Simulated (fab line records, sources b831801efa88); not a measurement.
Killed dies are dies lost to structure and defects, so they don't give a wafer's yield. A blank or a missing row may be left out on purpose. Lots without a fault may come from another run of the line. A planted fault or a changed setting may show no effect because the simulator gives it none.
Which tool did it? | flow gf180mcu | 11 lots, 33 wafers sampled, at 7 steps of a route of 602

WHAT THE GAUGES READ, wafer by wafer
GF_HV_LDD_OVL_MEAS_32.
lot  | measured     | on         | HV_LDD_02_OVL (nm)
L866 | day 11 08:13 | overlay-02 | 1.4 0.5 0.6
L870 | day 12 12:37 | overlay-02 | -0.6 1.3 0.2
L871 | day 13 05:43 | overlay-01 | -0.9 -0.7 1.0
L872 | day 13 07:04 | overlay-02 | -0.9 -1.0 -1.9
L877 | day 15 06:07 | overlay-01 | 0.5 0.9 0.6
L878 | day 15 20:28 | overlay-02 | -0.1 0.1 -0.5
L879 | day 15 21:05 | overlay-01 | 1.7 -1.8 -0.2
L880 | day 16 11:46 | overlay-01 | 0.2 0.5 0.5
L883 | day 17 07:43 | overlay-02 | 0.3 0.7 1.8
L885 | day 17 19:47 | overlay-01 | -1.0 0.6 -1.9
L889 | day 19 08:14 | overlay-01 | 1.7 1.0 2.3

GF_NSD_TW_MEAS_12.
lot  | measured     | on            | NSD_TW
L866 | day 13 03:08 | film_metro-03 | 4265 4268 4304
L870 | day 14 17:55 | film_metro-04 | 4188 4192 4201
L871 | day 15 08:57 | film_metro-03 | 4266 4235 4246
L872 | day 15 08:51 | film_metro-04 | 4198 4210 4183
L877 | day 17 04:53 | film_metro-01 | 4249 4242 4259
L878 | day 17 23:42 | film_metro-03 | 4288 4275 4277
L879 | day 18 00:01 | film_metro-01 | 4067 4062 4076
L880 | day 18 12:26 | film_metro-03 | 4064 4084 4087
L883 | day 19 11:45 | film_metro-04 | 4172 4221 4201
L885 | day 20 00:19 | film_metro-04 | 4178 4184 4165
L889 | day 21 13:13 | film_metro-01 | 4280 4286 4274

GF_PSD_RS_MEAS_14: measures by four-point-probe.
lot  | measured     | on            | NSD_RS (ohm/sq)
L866 | day 13 23:28 | film_metro-04 | 46.14 46.11 46.10
L870 | day 15 15:26 | film_metro-03 | 46.28 46.22 46.38
L871 | day 16 06:40 | film_metro-04 | 46.16 46.26 46.19
L872 | day 16 06:29 | film_metro-01 | 46.06 46.14 46.10
L877 | day 18 03:28 | film_metro-03 | 46.35 46.31 46.37
L878 | day 18 23:37 | film_metro-01 | 46.07 46.21 46.08
L879 | day 18 23:43 | film_metro-03 | 49.65 49.76 49.72
L880 | day 19 13:01 | film_metro-01 | 49.47 49.49 49.46
L883 | day 20 11:33 | film_metro-04 | 46.14 46.24 46.09
L885 | day 21 00:42 | film_metro-04 | 46.16 46.20 46.08
L889 | day 22 12:41 | film_metro-01 | 46.08 46.05 46.04

WHICH TOOL RAN EACH LOT (tool, then ch and the chambers of the sampled wafers, then the start)
lot  | GF_HV_LDD_STRIP_10                   | GF_HV_LDD_STRIP_22                   | GF_NSD_IMPLANT_09               | GF_NSD_STRIP_11
L866 | plasma_asher-04 ch 0,1, day 9 19:53  | plasma_asher-03 ch 1, day 10 13:45   | implanter-01 ch 0, day 13 02:46 | plasma_asher-02 ch 0,1, day 13 03:02
L870 | plasma_asher-04 ch 0,1, day 10 22:48 | plasma_asher-03 ch 0,1, day 11 17:02 | implanter-03 ch 0, day 14 17:33 | plasma_asher-02 ch 0,1, day 14 17:50
L871 | plasma_asher-04 ch 0,1, day 11 14:32 | plasma_asher-03 ch 1, day 12 09:53   | implanter-04 ch 0, day 15 08:33 | plasma_asher-04 ch 0,1, day 15 08:51
L872 | plasma_asher-01 ch 0,1, day 11 16:44 | plasma_asher-03 ch 0,1, day 12 12:05 | implanter-03 ch 0, day 15 08:29 | plasma_asher-01 ch 0,1, day 15 08:46
L877 | plasma_asher-03 ch 0,1, day 13 13:29 | plasma_asher-04 ch 0,1, day 14 09:25 | implanter-04 ch 0, day 17 04:31 | plasma_asher-04 ch 0,1, day 17 04:47
L878 | plasma_asher-04 ch 0,1, day 14 01:43 | plasma_asher-04 ch 0,1, day 14 23:10 | implanter-01 ch 0, day 17 23:18 | plasma_asher-02 ch 0,1, day 17 23:36
L879 | plasma_asher-03 ch 0,1, day 14 02:01 | plasma_asher-04 ch 0,1, day 14 23:47 | implanter-03 ch 0, day 17 23:37 | plasma_asher-01 ch 0,1, day 17 23:54
L880 | plasma_asher-04 ch 0,1, day 14 17:34 | plasma_asher-04 ch 0,1, day 15 15:11 | implanter-03 ch 0, day 18 12:04 | plasma_asher-02 ch 0,1, day 18 12:20
L883 | plasma_asher-04 ch 0,1, day 15 12:12 | plasma_asher-04 ch 0,1, day 16 09:26 | implanter-01 ch 0, day 19 11:21 | plasma_asher-01 ch 0,1, day 19 11:39
L885 | plasma_asher-01 ch 0,1, day 15 23:44 | plasma_asher-03 ch 0,1, day 16 20:52 | implanter-01 ch 0, day 19 23:58 | plasma_asher-02 ch 0,1, day 20 00:13
L889 | plasma_asher-04 ch 0,1, day 17 08:14 | plasma_asher-01 ch 0,1, day 18 07:34 | implanter-03 ch 0, day 21 12:51 | plasma_asher-02 ch 0,1, day 21 13:08
- GF_HV_LDD_STRIP_10: strips in O2/N2.
- GF_HV_LDD_STRIP_22: strips in O2/N2.
- GF_NSD_IMPLANT_09
- GF_NSD_STRIP_11: strips in O2/N2.

WHAT THE TOOLS THEMSELVES READ (means of the sampled wafers that have a number; where no wafer has one, the mark that the record gives instead)
GF_HV_LDD_STRIP_10.
lot  | tool            | drypump_motor_current_A (A) | heater_power_w (W) | oes_product_au (a.u.) | strip_time_to_endpoint_s (s)
L866 | plasma_asher-04 | 5.5                         | 313                | 0.717                 | 12.61
L870 | plasma_asher-04 | 5.4                         | 310                | 0.713                 | 12.61
L871 | plasma_asher-04 | 5.4                         | 316                | 0.715                 | 12.65
L872 | plasma_asher-01 | 5.6                         | 333                | 0.714                 | 12.66
L877 | plasma_asher-03 | 6.5                         | 340                | 0.718                 | 12.60
L878 | plasma_asher-04 | 5.5                         | 307                | 0.719                 | 12.67
L879 | plasma_asher-03 | 6.1                         | 324                | 0.715                 | 12.65
L880 | plasma_asher-04 | 5.4                         | 311                | 0.714                 | 12.64
L883 | plasma_asher-04 | 5.4                         | 310                | 0.708                 | 12.65
L885 | plasma_asher-01 | 5.6                         | 330                | 0.718                 | 12.59
L889 | plasma_asher-04 | 5.5                         | 311                | 0.713                 | 12.62

GF_HV_LDD_STRIP_22.
lot  | tool            | drypump_motor_current_A (A) | heater_power_w (W) | oes_product_au (a.u.) | strip_time_to_endpoint_s (s)
L866 | plasma_asher-03 | 6.8                         | 358                | 0.718                 | 12.67
L870 | plasma_asher-03 | 6.5                         | 344                | 0.713                 | 12.63
L871 | plasma_asher-03 | 6.8                         | 356                | 0.720                 | 12.63
L872 | plasma_asher-03 | 6.4                         | 339                | 0.715                 | 12.64
L877 | plasma_asher-04 | 5.4                         | 318                | 0.714                 | 12.60
L878 | plasma_asher-04 | 5.5                         | 310                | 0.717                 | 12.61
L879 | plasma_asher-04 | 5.4                         | 315                | 0.713                 | 12.59
L880 | plasma_asher-04 | 5.4                         | 310                | 0.717                 | 12.64
L883 | plasma_asher-04 | 5.5                         | 305                | 0.713                 | 12.59
L885 | plasma_asher-03 | 6.4                         | 341                | 0.711                 | 12.65
L889 | plasma_asher-01 | 5.4                         | 344                | 0.715                 | 12.65

GF_NSD_IMPLANT_09.
lot  | tool         | beam_energy_keV | dose_ions_cm2
L866 | implanter-01 | 60.017          | 4e+15
L870 | implanter-03 | 60.016          | 4e+15
L871 | implanter-04 | 59.973          | 4e+15
L872 | implanter-03 | 60.010          | 4e+15
L877 | implanter-04 | 59.999          | 4e+15
L878 | implanter-01 | 59.991          | 4e+15
L879 | implanter-03 | 48.323          | 4e+15
L880 | implanter-03 | 48.333          | 4e+15
L883 | implanter-01 | 59.989          | 4e+15
L885 | implanter-01 | 59.986          | 4e+15
L889 | implanter-03 | 60.006          | 4e+15

GF_NSD_STRIP_11.
lot  | tool            | drypump_motor_current_A (A) | heater_power_w (W) | oes_product_au (a.u.) | strip_time_to_endpoint_s (s)
L866 | plasma_asher-02 | 6.0                         | 312                | 0.488                 | 23.06
L870 | plasma_asher-02 | 6.0                         | 304                | 0.488                 | 23.08
L871 | plasma_asher-04 | 5.5                         | 307                | 0.492                 | 23.09
L872 | plasma_asher-01 | 5.6                         | 332                | 0.488                 | 23.06
L877 | plasma_asher-04 | 5.5                         | 313                | 0.494                 | 23.08
L878 | plasma_asher-02 | 6.2                         | 308                | 0.491                 | 23.06
L879 | plasma_asher-01 | 5.6                         | 334                | 0.504                 | 21.52
L880 | plasma_asher-02 | 6.2                         | 308                | 0.504                 | 21.60
L883 | plasma_asher-01 | 5.4                         | 334                | 0.484                 | 23.15
L885 | plasma_asher-02 | 5.9                         | 307                | 0.492                 | 23.05
L889 | plasma_asher-02 | 6.2                         | 305                | 0.487                 | 23.08

THE ANSWER, worked out from the rows above alone
Rule: what is usual is taken from the lots themselves. Put in order of their means at a reading, lots are off if they are a third of the lots or fewer, leave a main group of 4 or more, and stand apart from it by a gap of 3 or more times the standard deviation of the main group's means; of several such gaps the widest counts. A main group whose means are all the same, to the digits that the tables above print for the reading, isn't used. A lot without any number at a reading at which 4 lots or more have one is off too. The other lots that the step has rows for count as sound. The gauges are gone through in route order, then the tools' own readings, and for those a lot's mean is taken as printed above. The first step at which some lot is off is used, and at that step the reading that is off furthest; a lot without a number counts as furthest.
Off: L879, L880, at GF_PSD_RS_MEAS_14 (NSD_RS). The main group: mean 46.17 ohm/sq, standard deviation 0.088.
A tool fits if, at a process step before that reading, it ran every lot that is off, and no sound lot after the first of them. The gauges at GF_PSD_RS_MEAS_14 aren't tried: what is off there is off at GF_NSD_IMPLANT_09 too, on other tools, and a gauge's error can't cause that. None of those tried fits.

WHAT THE SIMULATOR HAD PUT IN
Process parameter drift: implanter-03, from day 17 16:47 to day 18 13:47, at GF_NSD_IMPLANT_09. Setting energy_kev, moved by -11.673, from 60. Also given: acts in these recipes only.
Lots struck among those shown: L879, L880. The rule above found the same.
